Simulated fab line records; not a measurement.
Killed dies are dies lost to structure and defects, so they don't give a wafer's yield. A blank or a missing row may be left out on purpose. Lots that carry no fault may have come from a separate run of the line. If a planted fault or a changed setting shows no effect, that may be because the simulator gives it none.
Split-lot study :: flow gf180mcu :: 5 lots, 23 wafers read, on a route of 602 steps

## THE SPLIT ITSELF
At GF_VT_IMPLANT_IMPLANT_08, the setting energy kev was moved away from the recipe's 20 on 8 of the 23 wafers read, by -2.8% to +7.9%. This setting was run at the recipe's value on the other wafers.

## FROM THE SPLIT ON TO THE READING: in between, the file shows 1 step
- GF_VT_IMPLANT_STRIP_09: strips in O2/N2

## THE READING
VT_IMPLANT_TW, at GF_VT_IMPLANT_TW_MEAS_10. A value of 565 with a standard deviation of 4.3 is what fault-free wafers of this fab line usually give.

wafer: L077.1
tool, chamber at the split: implanter-03, 0
energy kev as run: 21.39
against the recipe: +7.0%
VT_IMPLANT_TW: 573
against lot-mates on the recipe: +4

wafer: L077.2
tool, chamber at the split: implanter-03, 0
energy kev as run: 20
against the recipe: recipe
VT_IMPLANT_TW: 571
against lot-mates on the recipe: -

wafer: L077.4
tool, chamber at the split: implanter-03, 0
energy kev as run: 20
against the recipe: recipe
VT_IMPLANT_TW: 567
against lot-mates on the recipe: -

wafer: L077.5
tool, chamber at the split: implanter-03, 0
energy kev as run: 21.39
against the recipe: +7.0%
VT_IMPLANT_TW: 581
against lot-mates on the recipe: +12

wafer: L077.6
tool, chamber at the split: implanter-03, 0
energy kev as run: 21.39
against the recipe: +7.0%
VT_IMPLANT_TW: 579
against lot-mates on the recipe: +10

wafer: L079.1
tool, chamber at the split: implanter-03, 0
energy kev as run: 19.43
against the recipe: -2.8%
VT_IMPLANT_TW: 565
against lot-mates on the recipe: -8

wafer: L079.2
tool, chamber at the split: implanter-03, 0
energy kev as run: 19.43
against the recipe: -2.8%
VT_IMPLANT_TW: 568
against lot-mates on the recipe: -5

wafer: L079.3
tool, chamber at the split: implanter-03, 0
energy kev as run: 20
against the recipe: recipe
VT_IMPLANT_TW: 575
against lot-mates on the recipe: -

wafer: L079.4
tool, chamber at the split: implanter-03, 0
energy kev as run: 20
against the recipe: recipe
VT_IMPLANT_TW: 573
against lot-mates on the recipe: -

wafer: L079.5
tool, chamber at the split: implanter-03, 0
energy kev as run: 20
against the recipe: recipe
VT_IMPLANT_TW: 572
against lot-mates on the recipe: -

wafer: L080.2
tool, chamber at the split: implanter-03, 0
energy kev as run: 21.57
against the recipe: +7.9%
VT_IMPLANT_TW: 582
against lot-mates on the recipe: +10

wafer: L080.3
tool, chamber at the split: implanter-03, 0
energy kev as run: 21.57
against the recipe: +7.9%
VT_IMPLANT_TW: 583
against lot-mates on the recipe: +11

wafer: L080.4
tool, chamber at the split: implanter-03, 0
energy kev as run: 20
against the recipe: recipe
VT_IMPLANT_TW: 572
against lot-mates on the recipe: -

wafer: L080.5
tool, chamber at the split: implanter-03, 0
energy kev as run: 21.57
against the recipe: +7.9%
VT_IMPLANT_TW: 581
against lot-mates on the recipe: +9

wafer: L080.6
tool, chamber at the split: implanter-03, 0
energy kev as run: 20
against the recipe: recipe
VT_IMPLANT_TW: 572
against lot-mates on the recipe: -

wafer: L081.1
tool, chamber at the split: implanter-01, 0
energy kev as run: 20
against the recipe: recipe
VT_IMPLANT_TW: 561
against lot-mates on the recipe: -

wafer: L081.2
tool, chamber at the split: implanter-01, 0
energy kev as run: 20
against the recipe: recipe
VT_IMPLANT_TW: 561
against lot-mates on the recipe: -

wafer: L081.3
tool, chamber at the split: implanter-01, 0
energy kev as run: 20
against the recipe: recipe
VT_IMPLANT_TW: 561
against lot-mates on the recipe: -

wafer: L081.4
tool, chamber at the split: implanter-01, 0
energy kev as run: 20
against the recipe: recipe
VT_IMPLANT_TW: 563
against lot-mates on the recipe: -

wafer: L081.5
tool, chamber at the split: implanter-01, 0
energy kev as run: 20
against the recipe: recipe
VT_IMPLANT_TW: 562
against lot-mates on the recipe: -

wafer: L082.2
tool, chamber at the split: implanter-01, 0
energy kev as run: 20
against the recipe: recipe
VT_IMPLANT_TW: 560
against lot-mates on the recipe: -

wafer: L082.5
tool, chamber at the split: implanter-01, 0
energy kev as run: 20
against the recipe: recipe
VT_IMPLANT_TW: 561
against lot-mates on the recipe: -

wafer: L082.6
tool, chamber at the split: implanter-01, 0
energy kev as run: 20
against the recipe: recipe
VT_IMPLANT_TW: 561
against lot-mates on the recipe: -

THE FIT
A straight line over all 23 wafers: VT_IMPLANT_TW changes by +1.68 for each +1% of energy kev; r = +0.77; the points scatter about the line by 5.1.
The same after taking each lot's own level away (the mean of its wafers on the recipe; 23 wafers): +1.37 for each +1%; r = +0.94; scatter 1.9.
According to that fit, moving energy kev by its largest amount changes the reading by 11.
The lots' own levels span 560.7 to 573.3, that is 2.9 times the standard deviation above.
So the lot-to-lot level blurs the effect unless lot-mates are compared.
Check: for one of the wafers moved furthest among these (+7.9%), held out of the fit, the line's prediction against its lot-mates is +10.3. It came out at +10 against them.

## FURTHER SPLITS ON THESE WAFERS
Other splits were also applied to these wafers ahead of the reading. Each is held against what the fit with the lots' levels taken away leaves over:
other split on the same wafers: GF_STI_CVD_03 temp c
wafers away from the commonest value: 10
r with VT_IMPLANT_TW (lot level and that fit taken away): +0.22

other split on the same wafers: GF_STI_ETCH_13 source w
wafers away from the commonest value: 9
r with VT_IMPLANT_TW (lot level and that fit taken away): +0.07

other split on the same wafers: GF_STI_WET_ETCH_26 time s
wafers away from the commonest value: 18
r with VT_IMPLANT_TW (lot level and that fit taken away): +0.05

other split on the same wafers: GF_STI_OXIDATION_29 ox time s
wafers away from the commonest value: 18
r with VT_IMPLANT_TW (lot level and that fit taken away): -0.17

other split on the same wafers: GF_DNWELL_IMPLANT_07 energy kev
wafers away from the commonest value: 9
r with VT_IMPLANT_TW (lot level and that fit taken away): +0.25

other split on the same wafers: GF_LVPWELL_COAT_02 spin rpm
wafers away from the commonest value: 6
r with VT_IMPLANT_TW (lot level and that fit taken away): +0.15

other split on the same wafers: GF_MVSD_COAT_02 spin rpm
wafers away from the commonest value: 4
r with VT_IMPLANT_TW (lot level and that fit taken away): +0.02

other split on the same wafers: GF_MVSD_SOFTBAKE_03 temp c
wafers away from the commonest value: 8
r with VT_IMPLANT_TW (lot level and that fit taken away): -0.36

other split on the same wafers: GF_MVPSD_IMPLANT_09 dose cm2
wafers away from the commonest value: 5
r with VT_IMPLANT_TW (lot level and that fit taken away): +0.24

## THE WHOLE CHAIN: every reading that the file lists as answering this split, in the file's order
step: GF_VT_IMPLANT_IMPLANT_08
what it does: 
reading: implant.rp nm (the simulator's own value, which no gauge read)
change (the file's fit): +0.133 nm for each +1% of the setting
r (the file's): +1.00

step: GF_VT_IMPLANT_IMPLANT_08
what it does: 
reading: implant.drp nm (the simulator's own value, which no gauge read)
change (the file's fit): +0.0678 nm for each +1% of the setting
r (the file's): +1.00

step: GF_VT_IMPLANT_TW_MEAS_10
what it does: 
reading: VT_IMPLANT_TW
change (the file's fit): +1.38 for each +1% of the setting
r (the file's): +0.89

## THE FILE'S OWN FIT
VT_IMPLANT_TW changes by +1.38 for each +1% of energy kev, r = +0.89.
